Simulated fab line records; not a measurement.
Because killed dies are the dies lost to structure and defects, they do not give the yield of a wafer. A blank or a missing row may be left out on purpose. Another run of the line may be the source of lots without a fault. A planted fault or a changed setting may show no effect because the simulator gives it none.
fab line records | flow sky130
record lots=5 | wafers=15 | lastDay=50
route steps=708 shown RES_PROTECT@212 POLY_GATE@213 PAD_OPEN@708
lots that met no fault: from a run of the same line without faults
startH: hours from the record's first day to the start of the lot's first wafer shown | waitH: hours from the lot's prior step to this one | " same as the row above | L1.1+2: a row that stands for several wafers | - either no value or no given start | * or withheld: withheld | < > ~ a bound
route shown NAME@n: NAME is a module with steps in the file, n the number in the route of the first one | usual: mean/standard deviation of fault-free wafers | same: alike in all rows | chamber/n: place in a boat | sites: per-site readings | _std_site: the standard deviation of these | _edge_site: outer sites' mean less inner sites' | radiusMm: how far each site lies from the wafer's centre | mask NAME#n: copy n | behind: the tool/chamber that last shaped the wafer | hold: the reason the lot was held/the length of the hold in hours/how it ended | device: transistor that didn't switch, given as n, p or np | end of line: the same wafers' tests at the end of the route | a step without rows: its recipe alone | killed: not the wafer's yield, but the dies lost to structure and defects at the first sort | map: per-die view of a wafer (x killed, . not killed, _ where there is no die)
set.NAME: the run value of the setting; set.NAME@STEP: its run value at that earlier step | model.NAME: the simulator's own value behind a step, which no gauge read
certain route steps with their lots: each step a table, each wafer a row
services: the hour from which a tool's chamber was out of use, counted from the record's first day as startH (under 0 if before that day), plus the number of hours and why
## steps
# step SKY_RES_PROTECT_DEVELOP_06
# recipe resist=NOVOLAK | developer=TMAH | developTimeS=60 | devTempC=23
# step SKY_POLY_GATE_IMPLANT_02
# recipe species=P | energyKev=30 | doseCm2=7.7e+15 | tiltDeg=0
# step SKY_RES_PROTECT_STRIP_07
# recipe chemistry=O2/N2 | powerW=1400 | pressureMtorr=1500 | platenTempC=withheld | o2FlowSccm=3000 | n2FlowSccm=300 | overashFraction=0.5
# usual drypumpMotorCurrentA=5.5/0.3 | n2FlowSccm=300.0/0.92 | oesProductAu=0.518/0.005 | stripTimeToEndpointS=23.29/0.052
lot.wafer | tool           | chamber | startH | waitH | drypumpMotorCurrentA | n2FlowSccm | oesProductAu | rfHoursCounterH | stripTimeToEndpointS
L828.3    | plasmaAsher-04 | 0       | 361.77 | 0.1   | 4.7                  | 299.1      | 0.519        | -               | 23.24
L828.4    | "              | 1       | "      | "     | 5.4                  | 297.8      | 0.520        | -               | 23.26
L828.6    | "              | 0       | "      | "     | 4.7                  | 300.2      | 0.520        | -               | 23.28
L833.2    | plasmaAsher-01 | 0       | 399.03 | 0.1   | 5.8                  | 301.6      | 0.520        | 70              | 23.38
L833.3    | "              | 0       | "      | "     | 5.9                  | 302.1      | 0.521        | -               | 23.32
L833.4    | "              | 1       | "      | "     | 5.7                  | 300.2      | 0.521        | -               | 23.33
L839.1    | plasmaAsher-03 | 0       | 461.24 | 0.1   | 5.6                  | 300.1      | 0.521        | 34              | 23.24
L839.3    | "              | 0       | "      | "     | 5.6                  | 299.8      | 0.518        | -               | 23.23
L839.6    | "              | 1       | "      | "     | 5.5                  | 298.3      | 0.524        | -               | 23.24
L840.3    | plasmaAsher-03 | 0       | 465.87 | 0.1   | 5.6                  | 299.6      | 0.520        | -               | 23.27
L840.5    | "              | 0       | "      | "     | 5.6                  | 300.0      | 0.511        | -               | 23.23
L840.6    | "              | 1       | "      | "     | 5.5                  | 299.7      | 0.503        | -               | 23.24
L849.2    | plasmaAsher-04 | 0       | 546.48 | 0.1   | 4.7                  | 299.5      | 0.522        | 73              | 23.27
L849.5    | "              | 0       | "      | "     | 4.8                  | 300.1      | 0.519        | -               | 23.21
L849.6    | "              | 1       | "      | "     | 5.4                  | 300.4      | 0.520        | -               | 23.31
# step SKY_RES_PROTECT_TW_MEAS_08
# usual POLY_GATE_TW=4049/34
lot.wafer | tool         | chamber | startH | waitH | POLY_GATE_TW
L828.3    | filmMetro-01 | -       | 361.86 | 0.1   | 3981
L828.4    | "            | -       | "      | "     | 4001
L828.6    | "            | -       | "      | "     | 4025
L833.2    | filmMetro-04 | -       | 399.14 | 0.1   | 4071
L833.3    | "            | -       | "      | "     | 4060
L833.4    | "            | -       | "      | "     | 4087
L839.1    | filmMetro-03 | -       | 461.34 | 0.1   | 4023
L839.3    | "            | -       | "      | "     | 4019
L839.6    | "            | -       | "      | "     | 4037
L840.3    | filmMetro-01 | -       | 465.96 | 0.1   | 4025
L840.5    | "            | -       | "      | "     | 3991
L840.6    | "            | -       | "      | "     | 4009
L849.2    | filmMetro-01 | -       | 546.59 | 0.1   | 4010
L849.5    | "            | -       | "      | "     | 3999
L849.6    | "            | -       | "      | "     | 3992
# step SKY_RES_PROTECT_CLEAN_09
# recipe chemistry=SC1/SC2 | mix=1:4:20 | tempC=70 | timeS=150 | dry=n2Spin
# step SKY_POLY_GATE_CVD_03
# recipe material=Si3N4 | precursor=DCS/NH3 | targetThkNm=75 | tempC=770 | timeS=1290 | pressureMtorr=250
# step SKY_POLY_GATE_THK_MEAS_04
# recipe reads=Si3N4_of_POLY_GATE_CVD_03
# usual POLY_GATE_CVD_03_THK=74.6/0.8
lot.wafer | tool         | chamber | startH | waitH | POLY_GATE_CVD_03_THK[nm]
L828.3    | filmMetro-02 | -       | 363.50 | 0.0   | 75.0
L828.4    | "            | -       | "      | "     | 76.1
L828.6    | "            | -       | "      | "     | 75.0
L833.2    | filmMetro-02 | -       | 401.56 | 0.0   | 75.9
L833.3    | "            | -       | "      | "     | 76.2
L833.4    | "            | -       | "      | "     | 76.1
L839.1    | filmMetro-01 | -       | 463.29 | 0.0   | 75.1
L839.3    | "            | -       | "      | "     | 74.4
L839.6    | "            | -       | "      | "     | 74.7
L840.3    | filmMetro-03 | -       | 467.43 | 0.0   | 73.2
L840.5    | "            | -       | "      | "     | 73.7
L840.6    | "            | -       | "      | "     | 73.2
L849.2    | filmMetro-02 | -       | 548.06 | 0.0   | 74.1
L849.5    | "            | -       | "      | "     | 74.1
L849.6    | "            | -       | "      | "     | 74.4
# step SKY_POLY_GATE_DEHYDRATE_05
# recipe tempC=200 | timeS=60
# step SKY_POLY_GATE_HMDS_06
# recipe primeTimeS=60 | primeTempC=120
# step SKY_POLY_GATE_COAT_07
# recipe resist=BARC | tempC=withheld | timeS=withheld | spinRpm=3000 | resistThkNm=110
# step SKY_POLY_GATE_COAT_08
# recipe resist=KrF-thick | spinRpm=3000 | resistThkNm=450
# step SKY_POLY_GATE_SOFTBAKE_09
# recipe tempC=100 | timeS=90 | resist=KrF-thick
# step SKY_POLY_GATE_EXPOSE_10
# recipe maskId=P1M | na=0.68 | sourceShape=conventional | sigmaOuter=0.6 | targetCdNm=150 | doseMj=28
lot.wafer  | tool          | chamber | startH | waitH | mask
L828.3+4+6 | krfScanner-02 | 0       | 377.83 | -     | P1M#0
L833.2+3+4 | krfScanner-02 | 0       | 417.03 | -     | P1M#0
L839.1+3+6 | krfScanner-02 | 0       | 479.02 | -     | P1M_R1#0
L840.3+5+6 | krfScanner-01 | 0       | 482.90 | -     | P1M#0
L849.2+5+6 | krfScanner-02 | 0       | 562.85 | -     | P1M#0
# step SKY_POLY_GATE_PEB_11
# recipe pebTempC=withheld | pebTimeS=withheld | resist=KrF-thick
# step SKY_POLY_GATE_DEVELOP_12
# recipe developTimeS=60 | resist=KrF-thick | devTempC=21
# step SKY_POLY_GATE_CD_MEAS_13
# recipe targetCdNm=150
# usual cdNm=149.8/1.5
lot.wafer | tool     | chamber | startH | waitH | cdNm
L828.3    | cdSem-02 | -       | 391.68 | -     | 149.5
L828.4    | "        | -       | "      | "     | 148.0
L828.6    | "        | -       | "      | "     | 149.1
L833.2    | cdSem-02 | -       | 431.56 | -     | 150.7
L833.3    | "        | -       | "      | "     | 148.4
L833.4    | "        | -       | "      | "     | 149.3
L839.1    | cdSem-02 | -       | 493.84 | -     | 162.4
L839.3    | "        | -       | "      | "     | 162.2
L839.6    | "        | -       | "      | "     | 163.6
L840.3    | cdSem-01 | -       | 497.58 | -     | 151.0
L840.5    | "        | -       | "      | "     | 151.0
L840.6    | "        | -       | "      | "     | 150.2
L849.2    | cdSem-02 | -       | 577.66 | -     | 149.6
L849.5    | "        | -       | "      | "     | 149.4
L849.6    | "        | -       | "      | "     | 150.7
# step SKY_POLY_GATE_OVL_MEAS_14
# usual POLY_GATE_OVL=1/4.9
lot.wafer | tool       | chamber | startH | waitH | POLY_GATE_OVL[nm]
L828.3    | overlay-02 | -       | 391.77 | 0.1   | 8
L828.4    | "          | -       | "      | "     | 8
L828.6    | "          | -       | "      | "     | 3
L833.2    | overlay-02 | -       | 431.67 | 0.1   | 8
L833.3    | "          | -       | "      | "     | -5
L833.4    | "          | -       | "      | "     | 3
L839.1    | overlay-02 | -       | 493.96 | 0.1   | 1
L839.3    | "          | -       | "      | "     | -4
L839.6    | "          | -       | "      | "     | -1
L840.3    | overlay-02 | -       | 497.68 | 0.1   | -3
L840.5    | "          | -       | "      | "     | -3
L840.6    | "          | -       | "      | "     | -12
L849.2    | overlay-01 | -       | 577.76 | 0.1   | 2
L849.5    | "          | -       | "      | "     | 2
L849.6    | "          | -       | "      | "     | 3
# step SKY_POLY_GATE_ETCH_15
# recipe chemistry=N2/H2 | target=BARC | ionEnergyEv=200 | sourceW=500 | biasW=100 | pressureMtorr=30 | n2FlowSccm=100 | h2FlowSccm=200 | stopOn=SiO2 | timeS=118.5 | targetDepthA=1100
# usual drypumpMotorCurrentA=5.7/0.33 | n2FlowSccm=99.9/0.3 | oesProductAu=0.716/0.0048 | throttleValvePct=13.211/0.0087
lot.wafer | tool       | chamber | startH | waitH | drypumpMotorCurrentA | n2FlowSccm | oesProductAu | rfHoursCounterH | throttleValvePct | model.POLY_GATE.cdNm
L828.3    | rieDiel-04 | 3       | 391.80 | 0.0   | 6.0                  | 99.8       | 0.725        | 73              | 13.208           | 149.2
L828.4    | "          | 1       | "      | "     | 6.0                  | 99.7       | 0.714        | 95              | 13.216           | 146.7
L828.6    | "          | 0       | "      | "     | 6.1                  | 100.5      | 0.725        | -               | 13.214           | 148.6
L833.2    | rieDiel-03 | 3       | 431.70 | 0.0   | 6.0                  | 99.6       | 0.717        | 3               | 13.218           | 150.7
L833.3    | "          | 0       | "      | "     | 6.1                  | 100.1      | 0.712        | 2               | 13.210           | 148.3
L833.4    | "          | 2       | "      | "     | 5.2                  | 100.0      | 0.725        | 83              | 13.209           | 148.7
L839.1    | rieDiel-04 | 3       | 494.00 | 0.0   | 6.0                  | 99.5       | 0.721        | 75              | 13.193           | 163.7
L839.3    | "          | 2       | "      | "     | 5.2                  | 100.1      | 0.718        | 79              | 13.214           | 161.6
L839.6    | "          | 3       | "      | "     | 6.1                  | 100.0      | 0.723        | -               | 13.208           | 165.4
L840.3    | rieDiel-02 | 1       | 497.70 | 0.0   | 5.8                  | 99.8       | 0.714        | 6               | 13.213           | 150.5
L840.5    | "          | 3       | "      | "     | 5.5                  | 99.8       | 0.716        | -               | 13.196           | 152.2
L840.6    | "          | 2       | "      | "     | 5.3                  | 100.3      | 0.714        | -               | 13.208           | 151.6
L849.2    | rieDiel-04 | 0       | 577.79 | 0.0   | 6.2                  | 99.9       | 0.722        | 15              | 13.221           | 150
L849.5    | "          | 1       | "      | "     | 6.0                  | 100.3      | 0.722        | -               | 13.213           | 151.7
L849.6    | "          | 2       | "      | "     | 5.2                  | 99.6       | 0.721        | -               | 13.213           | 150.7
# step SKY_POLY_GATE_ETCH_16
# recipe stopOn=poly-Si | chemistry=CH3F/O2 | target=Si3N4 | sourceW=400 | biasW=80 | pressureMtorr=25 | ch3fFlowSccm=40 | O2_flow_sccm=30 | timeS=147.5 | targetDepthA=750
# usual drypumpMotorCurrentA=5.7/0.33 | oesProductAu=0.639/0.006 | throttleValvePct=10.535/0.009
lot.wafer | tool       | chamber | startH | waitH | drypumpMotorCurrentA | oesProductAu | rfHoursCounterH | throttleValvePct
L828.3    | rieDiel-04 | 3       | 391.88 | 0.0   | 6.0                  | 0.630        | 73              | 10.536
L828.4    | "          | 1       | "      | "     | 6.0                  | 0.641        | 95              | 10.548
L828.6    | "          | 0       | "      | "     | 6.1                  | 0.643        | -               | 10.512
L833.2    | rieDiel-03 | 3       | 431.78 | 0.0   | 6.0                  | 0.651        | 3               | 10.534
L833.3    | "          | 0       | "      | "     | 6.1                  | 0.651        | 2               | 10.539
L833.4    | "          | 2       | "      | "     | 5.1                  | 0.639        | 83              | 10.537
L839.1    | rieDiel-04 | 3       | 494.08 | 0.0   | 6.1                  | 0.650        | 75              | 10.527
L839.3    | "          | 2       | "      | "     | 5.2                  | 0.645        | 79              | 10.556
L839.6    | "          | 3       | "      | "     | 6.1                  | 0.643        | -               | 10.528
L840.3    | rieDiel-02 | 1       | 497.78 | 0.0   | 5.8                  | 0.631        | 6               | 10.535
L840.5    | "          | 3       | "      | "     | 5.5                  | 0.636        | -               | 10.530
L840.6    | "          | 2       | "      | "     | 5.3                  | 0.630        | -               | 10.517
L849.2    | rieDiel-04 | 0       | 577.88 | 0.0   | 6.2                  | 0.632        | 15              | 10.524
L849.5    | "          | 1       | "      | "     | 6.0                  | 0.637        | -               | 10.525
L849.6    | "          | 2       | "      | "     | 5.2                  | 0.641        | -               | 10.556
# step SKY_POLY_GATE_ETCH_17
# recipe targetDepthNm=180 | stopOn=SiO2 | overEtchFrac=0.56667 | chemistry=HBr/Cl2 | target=poly-Si | icpW=400 | biasW=100 | pressureMtorr=10 | HBr_flow_sccm=150 | Cl2_flow_sccm=50 | timeS=70.5
# usual drypumpMotorCurrentA=5.7/0.47 | heBacksideLeakSccm=2.67/0.21 | oesProductAu=0.989/0.0081 | throttleValvePct=33.684/0.0093
lot.wafer | tool     | chamber | startH | waitH | drypumpMotorCurrentA | heBacksideLeakSccm | oesProductAu | rfHoursCounterH | throttleValvePct | model.POLY_GATE.cdNm
L828.3    | rieSi-02 | 2       | 391.98 | 0.0   | 5.3                  | 2.62               | 1.001        | 5               | 33.689           | 149.2
L828.4    | "        | 0       | "      | "     | 5.8                  | 2.43               | 0.999        | 1               | 33.692           | 146.9
L828.6    | "        | 3       | "      | "     | 5.6                  | 2.39               | 1.003        | -               | 33.678           | 147.8
L833.2    | rieSi-01 | 3       | 431.88 | 0.0   | 5.7                  | 3.00               | 0.988        | 63              | 33.678           | 150
L833.3    | "        | 0       | "      | "     | 4.9                  | 2.91               | 0.993        | 7               | 33.686           | 147.5
L833.4    | "        | 2       | "      | "     | 5.7                  | 2.73               | 0.998        | 5               | 33.681           | 150.7
L839.1    | rieSi-02 | 2       | 494.18 | 0.0   | 5.3                  | 2.68               | 0.992        | 6               | 33.679           | 164.7
L839.3    | "        | 3       | "      | "     | 5.6                  | 2.55               | 0.997        | 54              | 33.678           | 159.5
L839.6    | "        | 3       | "      | "     | 5.6                  | 2.59               | 0.987        | -               | 33.678           | 162.8
L840.3    | rieSi-01 | 0       | 497.88 | 0.0   | 4.8                  | 2.92               | 0.982        | 7               | 33.681           | 148.7
L840.5    | "        | 0       | "      | "     | 4.9                  | 2.71               | 0.986        | -               | 33.662           | 150.2
L840.6    | "        | 1       | "      | "     | 6.5                  | 2.72               | 0.981        | -               | 33.694           | 151.3
L849.2    | rieSi-01 | 0       | 577.98 | 0.0   | 4.8                  | 3.01               | 1.004        | 7               | 33.680           | 149.7
L849.5    | "        | 2       | "      | "     | 5.6                  | 2.79               | 0.991        | -               | 33.695           | 153.8
L849.6    | "        | 1       | "      | "     | 6.5                  | 2.75               | 0.989        | -               | 33.695           | 151.4
# step SKY_POLY_GATE_STRIP_18
# recipe chemistry=O2/N2 | powerW=1400 | pressureMtorr=1500 | platenTempC=withheld | o2FlowSccm=3000 | n2FlowSccm=300 | overashFraction=0.5
# usual drypumpMotorCurrentA=5.6/0.61 | n2FlowSccm=300.0/0.87 | oesProductAu=0.360/0.0048 | stripTimeToEndpointS=3.15/0.044
lot.wafer | tool           | chamber | startH | waitH | drypumpMotorCurrentA | n2FlowSccm | oesProductAu | rfHoursCounterH | stripTimeToEndpointS
L828.3    | plasmaAsher-03 | 0       | 392.07 | 0.1   | 5.6                  | 301.2      | 0.364        | -               | 3.12
L828.4    | "              | 1       | "      | "     | 5.5                  | 299.7      | 0.362        | -               | 3.18
L828.6    | "              | 1       | "      | "     | 5.5                  | 300.6      | 0.367        | -               | 3.16
L833.2    | plasmaAsher-02 | 0       | 431.94 | 0.0   | 6.6                  | 301.4      | 0.364        | 0               | 3.17
L833.3    | "              | 0       | "      | "     | 6.6                  | 299.8      | 0.358        | -               | 3.10
L833.4    | "              | 1       | "      | "     | 6.1                  | 299.1      | 0.359        | -               | 3.15
L839.1    | plasmaAsher-04 | 1       | 494.23 | 0.0   | 5.4                  | 301.2      | 0.362        | 67              | 3.18
L839.3    | "              | 0       | "      | "     | 4.8                  | 300.0      | 0.365        | -               | 3.16
L839.6    | "              | 1       | "      | "     | 5.4                  | 300.4      | 0.355        | -               | 3.18
L840.3    | plasmaAsher-03 | 1       | 497.97 | 0.1   | 5.5                  | 300.8      | 0.352        | -               | 3.11
L840.5    | "              | 1       | "      | "     | 5.5                  | 300.0      | 0.359        | -               | 3.10
L840.6    | "              | 0       | "      | "     | 5.6                  | 301.4      | 0.360        | -               | 3.17
L849.2    | plasmaAsher-04 | 1       | 578.03 | 0.0   | 5.4                  | 300.4      | 0.365        | 77              | 3.21
L849.5    | "              | 1       | "      | "     | 5.4                  | 300.0      | 0.375        | -               | 3.24
L849.6    | "              | 0       | "      | "     | 4.8                  | 299.4      | 0.361        | -               | 3.21
# step SKY_PAD_OPEN_PROBE_99
# usual killed_at_M0_to_M3=42/7.6 | killed_at_M4_up=2.9/1.7 | killedAtContacts=24/5.1 | killedAtFrontEnd=15/4 | killedAtOther=0.2/0.38 | killedDies=84/9.9 | killedOpen=46/7.2 | killedShort=38/6.6
# same grossDies=492 | killedAtBackSide=0
lot.wafer | tool      | chamber | startH  | waitH | killed_at_M0_to_M3 | killed_at_M4_up | killedAtContacts | killedAtFrontEnd | killedAtOther | killedDies | killedOpen | killedShort | model.etest.pfet_01v8.rOnOhmUm | model.etest.pfetG5v0d10v5.rOnOhmUm | model.etest.resPoly.lineOhmUm | model.etest.nfet_01v8.rOnOhmUm | model.etest.nfetG5v0d10v5.rOnOhmUm | model.etest.sonosUncharged.rOnOhmUm | model.etest.nfet_01v8_lvt.driveUaUm | model.etest.resHighPo.lineOhmUm
L828.3    | prober-02 | -       | 1091.76 | 0.2   | 39                 | 0               | 31               | 16               | 0             | 86         | 44         | 42          | 2876                           | 4767                               | 507.8                         | 810.8                          | 1901                               | 806.5                               | 589.6                               | 753.8
L828.4    | prober-02 | -       | 1091.81 | 0.2   | 42                 | 3               | 29               | 18               | 0             | 92         | 48         | 44          | 2850                           | 4799                               | 527.1                         | 802.3                          | 1907                               | 792.3                               | 593.2                               | 746
L828.6    | prober-02 | -       | 1091.91 | 0.2   | 45                 | 1               | 22               | 15               | 0             | 83         | 48         | 35          | 2854                           | 4834                               | 529.1                         | 820.2                          | 1922                               | 811.5                               | 589.5                               | 771.6
L833.2    | prober-01 | -       | 1120.35 | 0.1   | 39                 | 5               | 18               | 8                | 1             | 71         | 36         | 35          | 2996                           | 4860                               | 503.2                         | 808.9                          | 1914                               | 817                                 | 591.1                               | 743.9
L833.3    | prober-01 | -       | 1120.40 | 0.2   | 31                 | 1               | 19               | 13               | 0             | 64         | 31         | 33          | 2940                           | 4844                               | 519.6                         | 817.1                          | 1899                               | 810.7                               | 580.6                               | 763.3
L833.4    | prober-01 | -       | 1120.45 | 0.2   | 46                 | 4               | 20               | 13               | 0             | 83         | 43         | 40          | 2931                           | 4772                               | 507.3                         | 838                            | 1900                               | 798.2                               | 568.7                               | 755.1
L839.1    | prober-01 | -       | 1156.70 | 0.1   | 39                 | 8               | 25               | 16               | 0             | 88         | 57         | 30          | 3029                           | 4928                               | 437.4                         | 853.9                          | 1955                               | 845.2                               | 569.9                               | 708.4
L839.3    | prober-01 | -       | 1156.80 | 0.2   | 46                 | 8               | 20               | 8                | 0             | 82         | 45         | 37          | 2962                           | 4892                               | 469.6                         | 857.5                          | 1953                               | 836.7                               | 563.8                               | 722.2
L839.6    | prober-01 | -       | 1156.95 | 0.2   | 51                 | 5               | 21               | 10               | 0             | 87         | 46         | 41          | 3005                           | 4849                               | 436.1                         | 851.4                          | 1926                               | 840.5                               | 579                                 | 695.6
L840.3    | prober-02 | -       | 1158.55 | 0.2   | 51                 | 3               | 25               | 11               | 1             | 91         | 51         | 40          | 2836                           | 4854                               | 505.5                         | 820.6                          | 1905                               | 821.4                               | 578.5                               | 719.9
L840.5    | prober-02 | -       | 1158.65 | 0.2   | 32                 | 3               | 29               | 13               | 0             | 77         | 49         | 28          | 2814                           | 4763                               | 507.4                         | 821.3                          | 1896                               | 814.3                               | 590.4                               | 738.8
L840.6    | prober-02 | -       | 1158.70 | 0.2   | 39                 | 1               | 26               | 13               | 0             | 79         | 51         | 28          | 2882                           | 4728                               | 493.9                         | 841.7                          | 1918                               | 831.3                               | 566                                 | 741.4
L849.2    | prober-01 | -       | 1203.91 | 0.1   | 50                 | 0               | 21               | 13               | 0             | 84         | 46         | 38          | 2990                           | 4725                               | 518.6                         | 829                            | 1895                               | 817.2                               | 567                                 | 765.5
L849.5    | prober-01 | -       | 1204.06 | 0.2   | 33                 | 2               | 26               | 11               | 0             | 72         | 40         | 32          | 3016                           | 4699                               | 499.4                         | 887.7                          | 1880                               | 824.5                               | 530.1                               | 754.9
L849.6    | prober-01 | -       | 1204.11 | 0.2   | 43                 | 4               | 17               | 12               | 0             | 76         | 36         | 40          | 2994                           | 4767                               | 517.4                         | 843.8                          | 1911                               | 814                                 | 562.8                               | 743.7
# killed by level:class
L828.3 CONTACT:geometricParticle:open=10 LI_CONTACT:geometricParticle:open=8 FIELD_ISO:geometricParticle:short=7 CONTACT:geometricParticle:short=7 VIA1:geometricParticle:open=7 METAL2:geometricParticle:short=6 FIELD_ISO:geometricParticle:open=5 VIA2:geometricParticle:open=5
L828.4 LI_CONTACT:geometricParticle:open=9 VIA1:geometricParticle:short=8 CONTACT:geometricParticle:open=7 LOCAL_INTERCONNECT:geometricParticle:short=6 METAL1:geometricParticle:short=6 VIA2:geometricParticle:open=6 FIELD_ISO:geometricParticle:short=5 VIA1:geometricParticle:open=5
L828.6 CONTACT:geometricParticle:open=9 VIA1:geometricParticle:open=9 METAL2:geometricParticle:short=7 VIA3:geometricParticle:open=7 VIA2:geometricParticle:open=5 LI_CONTACT:geometricParticle:short=4 LI_CONTACT:geometricParticle:open=4 VIA2:geometricParticle:short=4
L833.2 VIA1:geometricParticle:open=11 METAL1:geometricParticle:short=7 LI_CONTACT:geometricParticle:open=5 LOCAL_INTERCONNECT:geometricParticle:short=4 CONTACT:geometricParticle:open=4 METAL3:geometricParticle:short=4 FIELD_ISO:geometricParticle:short=3 LOCAL_INTERCONNECT:geometricParticle:open=3
L833.3 LI_CONTACT:geometricParticle:open=7 CONTACT:geometricParticle:short=6 CONTACT:geometricParticle:open=5 VIA2:geometricParticle:short=5 METAL1:geometricParticle:short=4 VIA2:geometricParticle:open=4 VIA3:geometricParticle:open=4 FIELD_ISO:geometricParticle:short=3
L833.4 VIA1:geometricParticle:open=11 METAL1:geometricParticle:short=8 CONTACT:geometricParticle:open=6 VIA1:geometricParticle:short=6 LI_CONTACT:geometricParticle:open=5 METAL2:geometricParticle:short=5 FIELD_ISO:geometricParticle:open=4 CONTACT:geometricParticle:short=4
L839.1 CONTACT:geometricParticle:open=15 VIA1:geometricParticle:open=10 VIA3:geometricParticle:open=7 VIA2:geometricParticle:open=7 METAL4:geometricParticle:short=5 POLY_GATE:geometricParticle:short=4 LI_CONTACT:geometricParticle:open=4 METAL1:geometricParticle:short=4
L839.3 VIA3:geometricParticle:open=11 VIA1:geometricParticle:open=8 LI_CONTACT:geometricParticle:open=7 METAL1:geometricParticle:short=7 METAL4:geometricParticle:short=7 VIA2:geometricParticle:open=5 CONTACT:geometricParticle:open=5 METAL3:geometricParticle:short=4
L839.6 VIA1:geometricParticle:open=10 VIA2:geometricParticle:open=9 METAL2:geometricParticle:short=7 VIA3:geometricParticle:open=7 LI_CONTACT:geometricParticle:open=6 LOCAL_INTERCONNECT:geometricParticle:short=6 METAL1:geometricParticle:short=5 VIA2:geometricParticle:short=5
L840.3 VIA1:geometricParticle:open=11 VIA2:geometricParticle:open=10 CONTACT:geometricParticle:open=7 CONTACT:geometricParticle:short=7 LI_CONTACT:geometricParticle:open=6 METAL1:geometricParticle:short=6 VIA3:geometricParticle:open=6 LOCAL_INTERCONNECT:geometricParticle:short=5
L840.5 LI_CONTACT:geometricParticle:open=10 CONTACT:geometricParticle:open=9 VIA2:geometricParticle:open=9 POLY_GATE:geometricParticle:short=6 VIA1:geometricParticle:open=5 METAL2:geometricParticle:short=5 CONTACT:geometricParticle:short=4 POLY_GATE:geometricParticle:open=3
L840.6 LI_CONTACT:geometricParticle:open=10 VIA2:geometricParticle:open=10 CONTACT:geometricParticle:open=9 FIELD_ISO:geometricParticle:short=6 VIA1:geometricParticle:open=6 METAL1:geometricParticle:short=4 VIA1:geometricParticle:short=3 VIA3:geometricParticle:short=3
L849.2 VIA1:geometricParticle:open=15 METAL1:geometricParticle:short=8 LI_CONTACT:geometricParticle:open=6 METAL2:geometricParticle:short=6 VIA2:geometricParticle:open=6 FIELD_ISO:geometricParticle:open=5 LOCAL_INTERCONNECT:geometricParticle:short=5 VIA3:geometricParticle:open=5
L849.5 VIA1:geometricParticle:open=8 LI_CONTACT:geometricParticle:open=7 CONTACT:geometricParticle:open=7 LOCAL_INTERCONNECT:geometricParticle:short=6 VIA2:geometricParticle:open=5 VIA3:geometricParticle:open=5 POLY_GATE:geometricParticle:open=4 POLY_GATE:geometricParticle:short=4
L849.6 VIA1:geometricParticle:open=10 METAL1:geometricParticle:short=7 LI_CONTACT:geometricParticle:open=6 VIA1:geometricParticle:short=6 VIA2:geometricParticle:short=6 CONTACT:geometricParticle:open=5 LOCAL_INTERCONNECT:geometricParticle:short=4 METAL2:geometricParticle:short=4
## services
tool           | chamber | startH | hours | kind
krfScanner-01  | -       | 339.55 | 1.3   | pm
rieDiel-04     | 3       | 344.46 | 13.3  | repair
rieDiel-02     | 2       | 344.80 | 3.7   | repair
krfScanner-02  | -       | 358.04 | 0.8   | pm
krfScanner-02  | -       | 358.79 | 1.0   | pm
krfScanner-02  | -       | 359.79 | 1.3   | pm
rieDiel-03     | -       | 362.76 | 2.8   | pm
rieDiel-03     | 0       | 369.77 | 12.2  | repair
plasmaAsher-04 | -       | 385.03 | 4.6   | repair
rieSi-01       | 1       | 407.76 | 2.4   | repair
krfScanner-02  | -       | 426.61 | 0.6   | repair
rieSi-02       | -       | 434.94 | 0.3   | repair
krfScanner-02  | -       | 446.25 | 0.8   | pm
rieSi-02       | 1       | 452.69 | 24.2  | repair
krfScanner-02  | -       | 455.80 | 4.0   | pm
krfScanner-02  | -       | 459.82 | 1.0   | pm
rieDiel-02     | -       | 485.71 | 2.8   | pm
rieDiel-03     | 2       | 501.74 | 11.9  | repair
rieDiel-02     | 2       | 509.10 | 4.4   | repair
krfScanner-02  | -       | 517.14 | 1.3   | pm
rieSi-01       | 1       | 517.95 | 1.0   | repair
krfScanner-02  | -       | 519.67 | 1.8   | repair
rieSi-01       | -       | 542.66 | 28.1  | pm
rieSi-02       | -       | 562.17 | 0.1   | repair
## key
firstSign step=SKY_POLY_GATE_EXPOSE_10 | reading=mask | direction=changed
effect step=SKY_POLY_GATE_CD_MEAS_13 | reading=cdNm | direction=up | sigmas=8.8 | usual=149.8 | struck=162.7
modelEffect step=SKY_POLY_GATE_ETCH_15 | value=POLY_GATE.cdNm | without=152.6 | struck=163.6
modelEffect step=SKY_POLY_GATE_ETCH_17 | value=POLY_GATE.cdNm | without=151.3 | struck=162.3
modelEffect step=SKY_PAD_OPEN_PROBE_99 | value=etest.pfet_01v8.rOnOhmUm | without=2841 | struck=2999
metAt SKY_POLY_GATE_EXPOSE_10
struckWafers L839.1,L839.3,L839.6
testerLeftOut L839
onsetBetween 417.03 479.02
fault kind=wrongMask | tool=any | chamber=- | onsetH=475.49 | steps=SKY_POLY_GATE_EXPOSE_10 | auxCopy=P1M_R1#0 | cdOffsetNm=11 | scope=struckLotsOnly
# testerLeftOut: of these lots the tester's yield and bins aren't shown, on N5 and GAA mostly nor the transistor test; their killed dies are dies lost to structure and defects alone, not to doping, threshold or leakage, so they don't give the yield
